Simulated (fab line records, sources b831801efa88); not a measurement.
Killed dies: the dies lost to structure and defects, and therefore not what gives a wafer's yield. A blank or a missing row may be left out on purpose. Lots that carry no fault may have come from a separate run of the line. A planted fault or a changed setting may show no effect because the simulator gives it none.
fab line records    flow sfq-line
record: lots: 14  wafers: 42  last-day: 90
route steps=325 shown R5@212 C5@249 M7@283 I7@297
lots that met no fault: taken from a fault-free run of the same line
start-h: start of the lot's first displayed wafer, in hours after the record's first day    wait-h: hours since the lot's step before    " same as the row above    L1.1+2: a row that stands for several wafers    - value missing, or start not given    * or withheld: withheld    < > ~ a bound
route shown NAME@n: a module of which the file shows steps, and the number in the route of the first    usual: the fault-free wafers' mean and standard deviation    same: alike in all rows    chamber/n: place in a boat    sites: the reading at each site    _std_site: standard deviation of those values    _edge_site: outer sites' mean less inner sites'    radius-mm: for every site, how far away it sits from the centre of the wafer    mask NAME#n: copy n    behind: the last tool/chamber to shape the wafer    hold: why the lot was held/for how many hours/how that ended    device: the transistor (n, p or np) that didn't switch    end of line: tests of these same wafers at the route's end    a step with no rows: only its recipe    killed: count of dies lost to structure and defects at first sort (not the wafer's yield)    map: shows each die of a wafer: x if killed, . if not, _ if none is there
set.NAME: the run value of the setting; set.NAME@STEP: its run value at that earlier step    model.NAME: the simulator's own value behind a step, which no gauge read
route steps across a sampled set of lots; one table per step, one row per wafer
services: from which hour (start-h, from the record's first day; less than 0 if before it) a tool's chamber was out of use, for how many hours, and why
== steps ==
step: SFQ_TRILAYER_R5_DEP_SPUTTER_132
recipe: material: Ti  base-pressure-pa: 1.33e-06  target-thk-nm: 5  power-w: 2000  time-s: 5  chamber-pressure-pa: 0.4
usual: throttle-valve-pct: 30.4/1.1
lot.wafer  tool            chamber  start-h  wait-h  throttle-valve-pct
L653.4     pvd-sputter-05  -        1539.43  0.4     30.0
L653.5     "               -        "        "       29.1
L653.6     "               -        "        "       29.6
L654.1     pvd-sputter-03  -        1542.42  1.0     30.0
L654.4     "               -        "        "       32.0
L654.6     "               -        "        "       31.7
L655.4     pvd-sputter-04  -        1551.48  0.4     31.3
L655.5     "               -        "        "       29.4
L655.6     "               -        "        "       31.4
L657.3     pvd-sputter-05  -        1575.42  0.6     30.0
L657.5     "               -        "        "       29.7
L657.6     "               -        "        "       28.9
L658.1     pvd-sputter-03  -        1578.48  1.0     29.2
L658.2     "               -        "        "       31.6
L658.3     "               -        "        "       29.7
L659.1     pvd-sputter-03  -        1605.42  1.0     29.9
L659.3     "               -        "        "       29.2
L659.6     "               -        "        "       31.5
L660.1     pvd-sputter-04  -        1605.71  1.0     30.9
L660.4     "               -        "        "       31.1
L660.5     "               -        "        "       31.8
L662.4     pvd-sputter-05  -        1608.71  0.4     29.8
L662.5     "               -        "        "       29.9
L662.6     "               -        "        "       29.0
L663.3     pvd-sputter-03  -        1611.42  0.6     31.6
L663.4     "               -        "        "       29.0
L663.5     "               -        "        "       31.8
L664.3     pvd-sputter-03  -        1621.42  0.6     31.6
L664.5     "               -        "        "       29.1
L664.6     "               -        "        "       30.0
L665.3     pvd-sputter-05  -        1623.46  0.6     29.2
L665.4     "               -        "        "       29.2
L665.6     "               -        "        "       29.2
L666.2     pvd-sputter-04  -        1626.46  0.8     30.9
L666.3     "               -        "        "       29.5
L666.4     "               -        "        "       31.7
L667.1     pvd-sputter-05  -        1627.42  1.0     29.8
L667.5     "               -        "        "       29.0
L667.6     "               -        "        "       29.8
L668.1     pvd-sputter-04  -        1640.90  1.0     29.4
L668.4     "               -        "        "       30.6
L668.5     "               -        "        "       30.8
step: SFQ_TRILAYER_C5_STRIP_STRIP_155
recipe: gas: O2  power-w: 200  platen-temp-c: 40  overash-fraction: 0.65  chemistry: O2  pressure-mtorr: 50
usual: chamber-pressure-mTorr: 50.00/0.047  drypump-motor-current-A: 5.9/0.46  oes-product-au: 0.997/0.0077
lot.wafer  tool          chamber  start-h  wait-h  chamber-pressure-mTorr  drypump-motor-current-A  oes-product-au  rf-hours-counter-h
L653.4     rie-metal-02  1        1712.69  -       50.02                   5.6                      0.993           -
L653.5     "             1        "        "       49.91                   5.6                      1.013           -
L653.6     "             0        "        "       49.97                   6.1                      1.004           -
L654.1     rie-metal-02  0        1742.59  -       50.05                   6.0                      0.992           98
L654.4     "             1        "        "       50.06                   5.6                      0.992           -
L654.6     "             1        "        "       50.08                   5.6                      0.986           -
L655.4     rie-metal-01  1        1755.99  -       50.00                   5.6                      0.990           -
L655.5     "             0        "        "       50.00                   5.4                      0.994           -
L655.6     "             1        "        "       50.00                   5.6                      1.003           -
L657.3     rie-metal-01  1        1784.79  -       49.99                   5.6                      0.991           -
L657.5     "             0        "        "       50.02                   5.4                      0.989           -
L657.6     "             1        "        "       50.03                   5.6                      0.992           -
L658.1     rie-metal-04  0        1792.99  -       50.03                   6.4                      1.013           45
L658.2     "             1        "        "       49.91                   6.6                      1.004           55
L658.3     "             1        "        "       50.04                   6.7                      1.003           -
L659.1     rie-metal-02  1        1826.59  -       50.04                   5.6                      0.992           56
L659.3     "             1        "        "       49.96                   5.6                      1.001           -
L659.6     "             1        "        "       49.95                   5.5                      1.006           -
L660.1     rie-metal-02  1        1827.79  -       49.95                   5.6                      1.001           57
L660.4     "             1        "        "       49.98                   5.6                      1.010           -
L660.5     "             1        "        "       50.10                   5.6                      0.990           -
L662.4     rie-metal-04  1        1832.79  -       50.04                   6.6                      1.003           -
L662.5     "             1        "        "       50.06                   6.6                      1.000           -
L662.6     "             0        "        "       50.04                   6.4                      1.002           -
L663.3     rie-metal-04  1        1835.19  -       49.95                   6.6                      1.014           -
L663.4     "             0        "        "       49.93                   6.5                      1.007           -
L663.5     "             0        "        "       49.95                   6.4                      1.012           -
L664.3     rie-metal-02  1        1836.39  -       50.02                   5.6                      1.003           -
L664.5     "             0        "        "       49.94                   6.1                      1.000           -
L664.6     "             1        "        "       50.06                   5.6                      1.005           -
L665.3     rie-metal-01  0        1837.59  -       50.11                   5.4                      1.000           -
L665.4     "             1        "        "       50.00                   5.6                      0.991           -
L665.6     "             1        "        "       49.94                   5.6                      0.996           -
L666.2     rie-metal-04  0        1839.79  -       49.95                   6.5                      1.003           53
L666.3     "             1        "        "       50.00                   6.7                      1.004           -
L666.4     "             0        "        "       49.94                   6.5                      1.006           -
L667.1     rie-metal-04  0        1842.19  -       49.92                   6.5                      0.998           54
L667.5     "             0        "        "       49.93                   6.5                      1.005           -
L667.6     "             1        "        "       49.96                   6.7                      0.995           -
L668.1     rie-metal-01  0        1846.99  -       50.12                   5.4                      0.983           56
L668.4     "             1        "        "       50.02                   5.6                      0.988           -
L668.5     "             0        "        "       50.02                   5.4                      0.980           -
step: SFQ_M7_RS_MEAS_943
recipe: thk-meas-gauge: four-point-probe  reads: Nb_of_TRILAYER_M7_DEP_SPUTTER_175
usual: M7_NB_RS: 0.885/0.011
lot.wafer  tool           chamber  start-h  wait-h  M7_NB_RS[ohm/sq]
L653.4     film-metro-04  -        1832.51  0.1     0.910
L653.5     "              -        "        "       0.909
L653.6     "              -        "        "       0.898
L654.1     film-metro-03  -        1864.72  0.0     0.871
L654.4     "              -        "        "       0.866
L654.6     "              -        "        "       0.873
L655.4     film-metro-02  -        1871.81  0.1     0.897
L655.5     "              -        "        "       0.893
L655.6     "              -        "        "       0.891
L657.3     film-metro-04  -        1902.38  0.1     0.889
L657.5     "              -        "        "       0.884
L657.6     "              -        "        "       0.883
L658.1     film-metro-04  -        1905.94  0.0     0.895
L658.2     "              -        "        "       0.891
L658.3     "              -        "        "       0.885
L659.1     film-metro-04  -        1932.52  0.0     0.869
L659.3     "              -        "        "       0.871
L659.6     "              -        "        "       0.876
L660.1     film-metro-02  -        1934.76  0.0     0.880
L660.4     "              -        "        "       0.882
L660.5     "              -        "        "       0.876
L662.4     film-metro-04  -        1938.58  0.1     0.882
L662.5     "              -        "        "       0.882
L662.6     "              -        "        "       0.882
L663.3     film-metro-02  -        1939.58  0.1     0.883
L663.4     "              -        "        "       0.882
L663.5     "              -        "        "       0.888
L664.3     film-metro-03  -        1940.78  0.1     0.903
L664.5     "              -        "        "       0.899
L664.6     "              -        "        "       0.895
L665.3     film-metro-03  -        1943.18  0.1     0.882
L665.4     "              -        "        "       0.893
L665.6     "              -        "        "       0.884
L666.2     film-metro-02  -        1944.36  0.1     0.856
L666.3     "              -        "        "       0.860
L666.4     "              -        "        "       0.869
L667.1     film-metro-03  -        1945.54  0.0     0.881
L667.5     "              -        "        "       0.880
L667.6     "              -        "        "       0.879
L668.1     film-metro-03  -        1983.96  0.0     0.881
L668.4     "              -        "        "       0.887
L668.5     "              -        "        "       0.883
step: SFQ_TRILAYER_I7_CMP_CMP_184
recipe: material: SiO2  down-force-psi: 3  platen-rpm: 60  pad-velocity-m-s: 0.94248
usual: head-pressure-psi: 3.001/0.0073  motor-current-A: 9.7/0.92  time-to-endpoint-s: 212/6.3
lot.wafer  tool    chamber  start-h  wait-h  head-pressure-psi  motor-current-A  time-to-endpoint-s
L653.4     cmp-02  3        1841.22  3.1     2.993              11.1             227
L653.6     "       3        1843.22  5.1     2.993              11.8             215
L653.5     "       0        "        "       3.006              10.5             220
L654.4     cmp-01  0        1894.04  0.6     3.005              8.7              214
L654.1     "       2        1895.04  1.6     3.002              9.6              217
L654.6     "       1        1896.54  3.1     2.992              8.9              218
L655.4     cmp-02  1        1895.84  0.0     2.991              10.3             213
L655.6     "       1        1897.84  2.0     3.004              10.0             223
L655.5     "       2        "        "       2.995              9.9              213
L657.3     cmp-01  0        1916.86  5.5     2.999              8.2              216
L657.6     "       2        1917.86  6.4     3.008              9.8              226
L657.5     "       3        "        "       3.007              10.3             220
L658.2     cmp-02  2        1919.84  4.8     2.995              10.0             208
L658.3     "       0        1920.84  5.8     3.005              10.4             203
L658.1     "       1        "        "       2.997              10.7             202
L659.3     cmp-02  1        1936.96  0.5     2.993              10.5             210
L659.1     "       3        1937.96  1.5     3.003              10.8             204
L659.6     "       1        1938.96  2.5     2.995              9.8              206
L660.4     cmp-01  1        1938.86  0.0     2.996              9.3              215
L660.1     "       3        1939.86  1.0     2.998              10.2             208
L660.5     "       1        1940.86  2.0     3.004              9.1              215
L662.4     cmp-01  2        1943.46  1.0     3.006              10.0             212
L662.5     "       0        1944.46  2.0     3.006              8.6              217
L662.6     "       1        "        "       2.996              9.1              216
L663.3     cmp-02  3        1943.66  0.0     3.000              11.5             209
L663.4     "       1        1944.66  1.0     2.996              10.6             210
L663.5     "       0        1946.16  2.5     3.009              10.4             214
L664.3     cmp-01  0        1947.28  2.5     3.005              8.1              216
L664.6     "       1        "        "       2.997              9.1              221
L664.5     "       2        "        "       3.006              9.2              221
L665.4     cmp-01  1        1949.28  2.0     2.985              8.8              224
L665.3     "       2        "        "       2.998              9.4              216
L665.6     "       0        1950.78  3.5     3.001              7.8              284
L666.3     cmp-02  0        1949.66  1.2     3.008              9.9              204
L666.2     "       1        "        "       3.004              10.4             204
L666.4     "       3        1951.28  2.8     2.998              11.0             210
L667.1     cmp-01  2        1952.78  3.2     3.017              9.9              209
L667.5     "       0        1953.78  4.1     2.990              8.2              217
L667.6     "       1        "        "       3.003              9.0              287
L668.4     cmp-01  2        1990.61  2.3     2.994              8.9              210
L668.1     "       3        "        "       3.004              10.4             202
L668.5     "       3        1993.11  4.8     3.010              10.3             213
step: SFQ_TRILAYER_I7_METRO_MEASURE_185
usual: thk-nm: 199.3/0.83
lot.wafer  tool           chamber  start-h  wait-h  thk-nm
L653.4     film-metro-04  -        1844.94  0.6     199.4
L653.5     "              -        "        "       199.6
L653.6     "              -        "        "       199.7
L654.1     film-metro-04  -        1897.16  0.1     200.6
L654.4     "              -        "        "       199.7
L654.6     "              -        "        "       199.9
L655.4     film-metro-03  -        1899.56  0.6     197.9
L655.5     "              -        "        "       198.6
L655.6     "              -        "        "       198.1
L657.3     film-metro-01  -        1919.38  0.5     199.8
L657.5     "              -        "        "       198.1
L657.6     "              -        "        "       200.2
L658.1     film-metro-04  -        1922.96  0.1     199.7
L658.2     "              -        "        "       198.9
L658.3     "              -        "        "       198.7
L659.1     film-metro-01  -        1939.58  0.1     198.9
L659.3     "              -        "        "       198.3
L659.6     "              -        "        "       198.2
L660.1     film-metro-04  -        1941.98  0.1     199.6
L660.4     "              -        "        "       200.0
L660.5     "              -        "        "       200.5
L662.4     film-metro-04  -        1946.18  0.6     200.4
L662.5     "              -        "        "       199.8
L662.6     "              -        "        "       199.5
L663.3     film-metro-01  -        1947.18  0.5     199.5
L663.4     "              -        "        "       197.3
L663.5     "              -        "        "       197.6
L664.3     film-metro-03  -        1949.30  0.5     198.8
L664.5     "              -        "        "       199.6
L664.6     "              -        "        "       200.0
L665.3     film-metro-03  -        1952.30  0.5     199.5
L665.4     "              -        "        "       200.4
L665.6     "              -        "        "       305.4
L666.2     film-metro-01  -        1953.21  0.3     199.6
L666.3     "              -        "        "       198.7
L666.4     "              -        "        "       198.9
L667.1     film-metro-03  -        1954.90  0.1     199.1
L667.5     "              -        "        "       199.1
L667.6     "              -        "        "       308.2
L668.1     film-metro-01  -        1993.73  0.1     199.1
L668.4     "              -        "        "       199.4
L668.5     "              -        "        "       198.7
step: SFQ_TRILAYER_I7_VIA_ETCH_VIA_ETCH_190
recipe: target: SiO2  stop-on: Nb  mask-material: PR  taper-deg: 20  chemistry: CHF3  target-depth-nm: 260  source-w: 500  bias-w: 80  pressure-mtorr: 30  time-s: withheld
usual: chamber-pressure-mTorr: 29.999/0.028  drypump-motor-current-A: 5.7/0.36  oes-product-au: 0.853/0.0053
lot.wafer  tool         chamber  start-h  wait-h  chamber-pressure-mTorr  drypump-motor-current-A  oes-product-au
L653.4     rie-diel-02  3        1863.47  0.1     30.039                  6.2                      0.859
L653.5     "            2        "        "       29.944                  5.9                      0.854
L653.6     "            0        "        "       30.043                  5.9                      0.856
L654.1     rie-diel-04  3        1985.34  0.0     30.038                  5.9                      0.854
L654.4     "            2        "        "       30.005                  5.5                      0.850
L654.6     "            1        "        "       30.024                  6.2                      0.843
L655.4     rie-diel-01  0        1987.74  0.0     30.004                  6.3                      0.852
L655.5     "            1        "        "       29.992                  5.4                      0.849
L655.6     "            2        "        "       30.022                  5.5                      0.853
L657.3     rie-diel-02  0        2009.34  0.0     29.981                  5.9                      0.848
L657.5     "            1        "        "       29.962                  5.2                      0.848
L657.6     "            2        "        "       30.009                  5.9                      0.861
L658.1     rie-diel-02  2        2017.44  0.0     29.981                  5.9                      0.846
L658.2     "            1        "        "       29.999                  5.2                      0.852
L658.3     "            0        "        "       29.930                  5.9                      0.851
L659.1     rie-diel-01  0        2035.44  0.0     29.912                  6.2                      0.859
L659.3     "            1        "        "       30.005                  5.4                      0.847
L659.6     "            0        "        "       30.044                  6.3                      0.855
L660.1     rie-diel-04  3        2037.84  0.0     30.000                  5.9                      0.858
L660.4     "            2        "        "       29.991                  5.5                      0.857
L660.5     "            3        "        "       29.994                  5.9                      0.859
L662.4     rie-diel-01  3        2040.24  0.0     29.972                  5.4                      0.854
L662.5     "            2        "        "       30.005                  5.5                      0.853
L662.6     "            1        "        "       29.984                  5.4                      0.857
L663.3     rie-diel-04  0        2041.44  0.0     29.941                  5.4                      0.852
L663.4     "            3        "        "       29.987                  5.9                      0.845
L663.5     "            1        "        "       29.984                  6.2                      0.859
L664.3     rie-diel-02  1        2043.84  0.0     30.011                  5.2                      0.847
L664.5     "            2        "        "       29.973                  5.9                      0.856
L664.6     "            1        "        "       29.990                  5.2                      0.852
L665.3     rie-diel-04  1        2047.44  0.0     30.001                  6.2                      0.857
L665.4     "            2        "        "       29.985                  5.5                      0.856
L665.6     "            2        "        "       30.039                  5.5                      0.989
L666.2     rie-diel-02  2        2048.64  0.0     30.023                  5.9                      0.845
L666.3     "            1        "        "       29.999                  5.1                      0.854
L666.4     "            3        "        "       30.020                  6.2                      0.844
L667.1     rie-diel-01  2        2053.44  0.0     30.006                  5.5                      0.851
L667.5     "            0        "        "       30.009                  6.2                      0.858
L667.6     "            3        "        "       30.005                  5.4                      1.007
L668.1     rie-diel-04  1        2084.22  0.0     30.033                  6.2                      0.848
L668.4     "            3        "        "       30.042                  5.9                      0.859
L668.5     "            1        "        "       30.031                  6.1                      0.851
== services ==
tool    chamber  start-h  hours  kind
cmp-02  -        1518.28  1.9    repair
cmp-01  -        1536.71  7.6    pm
cmp-02  -        1610.22  4.0    pm
cmp-01  -        1635.35  6.9    pm
cmp-01  -        1642.04  2.6    repair
cmp-02  -        1654.62  3.5    repair
cmp-02  -        1658.99  1.9    repair
cmp-02  -        1666.48  0.6    repair
cmp-02  -        1683.16  2.2    repair
cmp-01  -        1688.66  0.9    repair
cmp-02  -        1727.63  1.7    repair
cmp-01  -        1730.77  2.6    repair
cmp-02  -        1745.62  1.3    repair
cmp-01  -        1774.09  4.0    pm
cmp-02  -        1804.18  4.4    pm
cmp-02  -        1856.22  7.2    pm
cmp-01  -        1862.41  4.9    repair
cmp-01  -        1872.22  0.3    repair
cmp-02  -        1872.40  1.5    repair
cmp-01  -        1903.64  5.6    pm
cmp-01  -        1914.23  1.6    repair
cmp-01  -        1978.03  3.6    repair
cmp-01  -        2012.91  1.6    repair
cmp-01  -        2045.18  2.0    repair
== key ==
first-sign: step: SFQ_TRILAYER_I7_CMP_CMP_184  reading: time-to-endpoint-s  direction: up  sigmas: 12  usual: *  struck: *
effect: step: SFQ_TRILAYER_I7_METRO_MEASURE_185  reading: thk-nm  direction: up  sigmas: 99+  usual: 199.3  struck: 306.8
effect: step: SFQ_TRILAYER_I7_VIA_ETCH_VIA_ETCH_190  reading: oes-product-au  direction: up  sigmas: 27  usual: 0.853  struck: 0.998
met-at SFQ_TRILAYER_I7_CMP_CMP_184
struck-lots L665,L667
struck-wafers L665.6,L667.6
not-acting-at SFQ_TRILAYER_R5_DEP_SPUTTER_132,SFQ_TRILAYER_C5_STRIP_STRIP_155,SFQ_M7_RS_MEAS_943
fault: kind: process-parameter-drift  tool: cmp-01  chamber: -  onset-h: 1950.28  steps: SFQ_TRILAYER_I7_CMP_CMP_184  channel: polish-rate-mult  offset: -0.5  shape: step  end-h: 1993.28  scope: struck-wafers-only
